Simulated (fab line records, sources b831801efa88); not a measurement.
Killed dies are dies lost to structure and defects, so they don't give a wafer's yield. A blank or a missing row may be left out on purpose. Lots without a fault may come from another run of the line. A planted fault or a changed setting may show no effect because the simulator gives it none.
Which tool did it? | flow sky130 | 24 lots, 72 wafers sampled, at 6 steps of a route of 708

WHAT THE GAUGES READ, wafer by wafer
SKY_VIA2_THK_MEAS_01.
lot  | measured     | on            | VIA2_HDPCVD_THK (nm)
L074 | day 34 14:04 | film_metro-03 | 1165 1185 1199
L075 | day 34 19:13 | film_metro-03 | 1169 1188 1175
L076 | day 35 07:58 | film_metro-03 | 1172 1161 1177
L077 | day 35 19:11 | film_metro-03 | 1211 1194 1198
L078 | day 37 01:36 | film_metro-02 | 1172 1163 1175
L080 | day 37 01:53 | film_metro-03 | 1209 1218 1211
L079 | day 37 03:34 | film_metro-03 | 1204 1199 1216
L081 | day 37 07:44 | film_metro-02 | 1201 1212 1209
L082 | day 37 09:34 | film_metro-03 | 1175 1170 1183
L083 | day 38 14:14 | film_metro-01 | 1204 1188 1191
L085 | day 38 17:19 | film_metro-01 | 1176 1182 1176
L084 | day 38 18:37 | film_metro-02 | 1165 1169 1178
L086 | day 39 01:20 | film_metro-03 | 1190 1182 1187
L087 | day 39 06:26 | film_metro-01 | 1179 1172 1162
L088 | day 39 11:15 | film_metro-02 | 1169 1196 1178
L089 | day 39 15:47 | film_metro-01 | 1186 1176 1175
L090 | day 39 21:01 | film_metro-03 | 1180 1181 1182
L091 | day 40 02:57 | film_metro-03 | 1169 1166 1184
L092 | day 40 11:00 | film_metro-03 | 1172 1178 1176
L093 | day 40 20:51 | film_metro-01 | 1179 1181 1180
L094 | day 41 05:37 | film_metro-01 | 1172 1173 1186
L095 | day 41 12:41 | film_metro-03 | 1163 1176 1175
L096 | day 41 15:48 | film_metro-03 | 1183 1179 1169
L097 | day 41 21:28 | film_metro-01 | 1183 1181 1186

SKY_VIA2_BOW_MEAS_03.
lot  | measured     | on            | VIA2_BOW (um)
L074 | day 34 14:26 | film_metro-03 | 77 83 89
L075 | day 34 19:34 | film_metro-01 | 75 79 84
L076 | day 35 08:21 | film_metro-02 | 101 75 93
L077 | day 35 19:33 | film_metro-02 | 90 77 80
L078 | day 37 01:59 | film_metro-01 | 96 73 80
L080 | day 37 02:16 | film_metro-01 | 76 77 73
L079 | day 37 03:56 | film_metro-03 | 69 74 75
L081 | day 37 08:06 | film_metro-03 | 85 80 78
L082 | day 37 09:56 | film_metro-01 | 74 66 89
L083 | day 38 14:36 | film_metro-03 | 95 76 80
L085 | day 38 17:41 | film_metro-02 | 86 88 90
L084 | day 38 18:58 | film_metro-03 | 78 73 83
L086 | day 39 01:42 | film_metro-03 | 91 95 90
L087 | day 39 06:47 | film_metro-03 | 84 90 84
L088 | day 39 11:38 | film_metro-02 | 92 87 88
L089 | day 39 16:10 | film_metro-01 | 85 80 85
L090 | day 39 21:27 | film_metro-02 | 114 100 100
L091 | day 40 03:19 | film_metro-03 | 75 94 87
L092 | day 40 11:31 | film_metro-02 | 87 87 72
L093 | day 40 21:13 | film_metro-02 | 83 91 77
L094 | day 41 05:59 | film_metro-01 | 79 74 71
L095 | day 41 14:41 | film_metro-01 | 95 83 90
L096 | day 41 16:29 | film_metro-03 | 95 89 91
L097 | day 41 21:50 | film_metro-03 | 76 88 85

SKY_VIA3_CD_MEAS_12: target cd 200 nm.
lot  | measured     | on        | cd_nm (nm)
L074 | day 39 04:40 | cd_sem-02 | 199.6 199.2 199.4
L075 | day 39 11:11 | cd_sem-01 | 199.0 198.6 199.3
L076 | day 39 21:13 | cd_sem-01 | 199.5 199.3 199.5
L077 | day 40 06:17 | cd_sem-01 | 201.7 200.8 200.5
L078 | day 41 10:14 | cd_sem-01 | 202.3 200.2 202.4
L080 | day 41 10:20 | cd_sem-01 | 197.3 197.6 198.1
L079 | day 41 12:02 | cd_sem-01 | 202.1 202.1 200.8
L081 | day 41 15:19 | cd_sem-01 | 199.7 199.4 200.1
L082 | day 41 17:41 | cd_sem-01 | 199.5 199.2 199.5
L083 | day 42 19:37 | cd_sem-01 | 199.3 199.8 198.2
L085 | day 42 20:49 | cd_sem-01 | 198.6 198.3 199.6
L084 | day 42 21:56 | cd_sem-01 | 202.3 200.6 200.3
L086 | day 43 05:08 | cd_sem-01 | 201.6 200.8 201.5
L087 | day 43 09:56 | cd_sem-01 | 202.0 201.8 202.0
L088 | day 43 13:58 | cd_sem-01 | 197.9 197.3 198.1
L089 | day 43 18:50 | cd_sem-01 | 201.4 201.7 203.3
L090 | day 43 23:14 | cd_sem-01 | 201.2 199.5 199.9
L091 | day 44 03:59 | cd_sem-01 | 198.6 197.7 198.8
L092 | day 44 14:05 | cd_sem-01 | 201.0 200.6 200.7
L093 | day 44 23:06 | cd_sem-01 | 201.5 201.1 201.0
L094 | day 45 02:27 | cd_sem-01 | 199.4 197.3 198.9
L095 | day 45 12:16 | cd_sem-01 | 202.8 202.1 201.7
L096 | day 45 13:22 | cd_sem-01 | 200.6 200.4 200.5
L097 | day 45 19:23 | cd_sem-01 | 200.4 200.8 201.2

SKY_VIA4_THK_MEAS_01.
lot  | measured     | on            | VIA4_HDPCVD_THK (nm)
L074 | day 41 08:17 | film_metro-03 | 1751 1733 1733
L075 | day 41 15:01 | film_metro-03 | 1763 1745 1718
L076 | day 41 23:57 | film_metro-03 | 1757 1731 1753
L077 | day 42 10:14 | film_metro-03 | 1763 1780 1742
L078 | day 43 11:48 | film_metro-01 | 1760 1745 1765
L080 | day 43 12:33 | film_metro-01 | 1736 1756 1749
L079 | day 43 16:29 | film_metro-01 | 1760 1765 1753
L081 | day 43 17:19 | film_metro-02 | 1749 1743 1743
L082 | day 43 20:15 | film_metro-01 | 1763 1779 1773
L083 | day 44 22:57 | film_metro-03 | 1727 1702 1730
L085 | day 44 23:13 | film_metro-02 | 1746 1746 1750
L084 | day 45 00:00 | film_metro-03 | 1766 1746 1751
L086 | day 45 03:25 | film_metro-01 | 1741 1734 1718
L087 | day 45 06:40 | film_metro-03 | 1745 1742 1755
L088 | day 45 11:01 | film_metro-03 | 1754 1767 1752
L089 | day 45 17:07 | film_metro-03 | 1749 1773 1753
L090 | day 45 21:58 | film_metro-01 | 1736 1765 1773
L091 | day 46 02:21 | film_metro-03 | 1732 1737 1748
L092 | day 46 09:32 | film_metro-03 | 1716 1732 1733
L093 | day 46 20:26 | film_metro-02 | 1738 1745 1735
L094 | day 46 22:59 | film_metro-02 | 1732 1766 1744
L095 | day 47 07:41 | film_metro-01 | 1749 1769 1771
L096 | day 47 08:08 | film_metro-01 | 1724 1731 1707
L097 | day 47 15:16 | film_metro-02 | 1732 1726 1748

WHICH TOOL RAN EACH LOT (tool, then ch and the chambers of the sampled wafers, then the start)
lot  | SKY_METAL2_DESCUM_17              | SKY_VIA2_ETCH_15
L074 | rie_metal-02 ch 0,1, day 34 13:09 | rie_diel-03 ch 0,1,3, day 35 17:58
L075 | rie_metal-02 ch 0,1, day 34 18:16 | rie_diel-01 ch 1,2, day 35 23:02
L076 | rie_metal-02 ch 0,1, day 35 07:00 | rie_diel-01 ch 0,1, day 36 11:59
L077 | rie_metal-04 ch 0,1, day 35 18:17 | rie_diel-02 ch 0,1,2, day 36 22:16
L078 | rie_metal-02 ch 0,1, day 37 00:38 | rie_diel-02 ch 0,3, day 38 05:49
L080 | rie_metal-04 ch 0,1, day 37 00:58 | rie_diel-03 ch 0,1,3, day 38 06:10
L079 | rie_metal-02 ch 0,1, day 37 02:38 | rie_diel-01 ch 0,1,2, day 38 07:02
L081 | rie_metal-03 ch 0,1, day 37 06:50 | rie_diel-01 ch 0,1,2, day 38 11:13
L082 | rie_metal-04 ch 0,1, day 37 08:40 | rie_diel-02 ch 1,2,3, day 38 13:28
L083 | rie_metal-03 ch 1, day 38 13:20   | rie_diel-03 ch 1,2,3, day 39 15:35
L085 | rie_metal-03 ch 0,1, day 38 16:25 | rie_diel-03 ch 1,3, day 39 17:49
L084 | rie_metal-02 ch 0, day 38 17:31   | rie_diel-02 ch 1,2,3, day 39 19:47
L086 | rie_metal-04 ch 0,1, day 39 00:23 | rie_diel-02 ch 0,2,3, day 40 03:01
L087 | rie_metal-02 ch 0,1, day 39 05:29 | rie_diel-01 ch 0,1, day 40 07:29
L088 | rie_metal-04 ch 0,1, day 39 10:20 | rie_diel-03 ch 1,3, day 40 12:10
L089 | rie_metal-02 ch 0,1, day 39 14:50 | rie_diel-02 ch 1,3, day 40 16:13
L090 | rie_metal-03 ch 0,1, day 39 20:05 | rie_diel-03 ch 1,2,3, day 40 20:46
L091 | rie_metal-02 ch 0,1, day 40 02:02 | rie_diel-03 ch 0,1,2, day 41 03:26
L092 | rie_metal-04 ch 1, day 40 10:05   | rie_diel-02 ch 2,3, day 41 11:56
L093 | rie_metal-03 ch 0,1, day 40 19:56 | rie_diel-03 ch 0,1,3, day 41 21:10
L094 | rie_metal-02 ch 0,1, day 41 04:41 | rie_diel-03 ch 0,3, day 42 05:55
L095 | rie_metal-02 ch 0,1, day 41 11:46 | rie_diel-01 ch 1,3, day 42 13:55
L096 | rie_metal-04 ch 0,1, day 41 14:53 | rie_diel-02 ch 1,2,3, day 42 15:57
L097 | rie_metal-03 ch 0,1, day 41 20:28 | rie_diel-01 ch 1,2, day 42 20:53
- SKY_METAL2_DESCUM_17: chemistry O2, time 8 s.
- SKY_VIA2_ETCH_15: etches SiO2 in C4F8/O2/Ar, stops on TiN, target depth 546 nm, time 84 s.

WHAT THE TOOLS THEMSELVES READ (means of the sampled wafers that have a number; where no wafer has one, the mark that the record gives instead)
SKY_METAL2_DESCUM_17.
lot  | tool         | drypump_motor_current_A (A) | oes_product_au (a.u.)
L074 | rie_metal-02 | 5.6                         | 0.994
L075 | rie_metal-02 | 5.6                         | 0.997
L076 | rie_metal-02 | 5.6                         | 0.995
L077 | rie_metal-04 | 5.3                         | 0.997
L078 | rie_metal-02 | 5.6                         | 0.995
L080 | rie_metal-04 | 5.3                         | 0.993
L079 | rie_metal-02 | 5.6                         | 1.005
L081 | rie_metal-03 | 6.2                         | 0.990
L082 | rie_metal-04 | 5.3                         | 0.996
L083 | rie_metal-03 | 5.4                         | 0.993
L085 | rie_metal-03 | 6.1                         | 0.991
L084 | rie_metal-02 | 5.6                         | 1.006
L086 | rie_metal-04 | 5.7                         | 0.989
L087 | rie_metal-02 | 5.6                         | 1.002
L088 | rie_metal-04 | 5.3                         | 1.001
L089 | rie_metal-02 | 5.6                         | 0.989
L090 | rie_metal-03 | 5.8                         | 0.992
L091 | rie_metal-02 | 5.6                         | 1.006
L092 | rie_metal-04 | 4.8                         | 0.999
L093 | rie_metal-03 | 6.2                         | 0.998
L094 | rie_metal-02 | 5.6                         | 1.005
L095 | rie_metal-02 | 5.6                         | 0.998
L096 | rie_metal-04 | 5.7                         | 0.992
L097 | rie_metal-03 | 6.1                         | 0.993

SKY_VIA2_ETCH_15.
lot  | tool        | oes_product_au (a.u.)
L074 | rie_diel-03 | 0.945
L075 | rie_diel-01 | 0.940
L076 | rie_diel-01 | 0.939
L077 | rie_diel-02 | 0.942
L078 | rie_diel-02 | 0.935
L080 | rie_diel-03 | 0.941
L079 | rie_diel-01 | 0.937
L081 | rie_diel-01 | 0.939
L082 | rie_diel-02 | 0.938
L083 | rie_diel-03 | 0.938
L085 | rie_diel-03 | 0.940
L084 | rie_diel-02 | 0.939
L086 | rie_diel-02 | 0.935
L087 | rie_diel-01 | 0.937
L088 | rie_diel-03 | 0.937
L089 | rie_diel-02 | 0.938
L090 | rie_diel-03 | 0.942
L091 | rie_diel-03 | 0.942
L092 | rie_diel-02 | 0.938
L093 | rie_diel-03 | 0.941
L094 | rie_diel-03 | 0.935
L095 | rie_diel-01 | 0.938
L096 | rie_diel-02 | 0.941
L097 | rie_diel-01 | 0.938

THE ANSWER, worked out from the rows above alone
Rule: what is usual is taken from the lots themselves. Put in order of their means at a reading, lots are off if they are a third of the lots or fewer, leave a main group of 4 or more, and stand apart from it by a gap of 3 or more times the standard deviation of the main group's means; of several such gaps the widest counts. A main group whose means are all the same, to the digits that the tables above print for the reading, isn't used. A lot without any number at a reading at which 4 lots or more have one is off too. The other lots that the step has rows for count as sound. The gauges are gone through in route order, then the tools' own readings, and for those a lot's mean is taken as printed above. The first step at which some lot is off is used, and at that step the reading that is off furthest; a lot without a number counts as furthest.
No lot is off at any reading shown: from this, nothing can be told.

WHAT THE SIMULATOR HAD PUT IN
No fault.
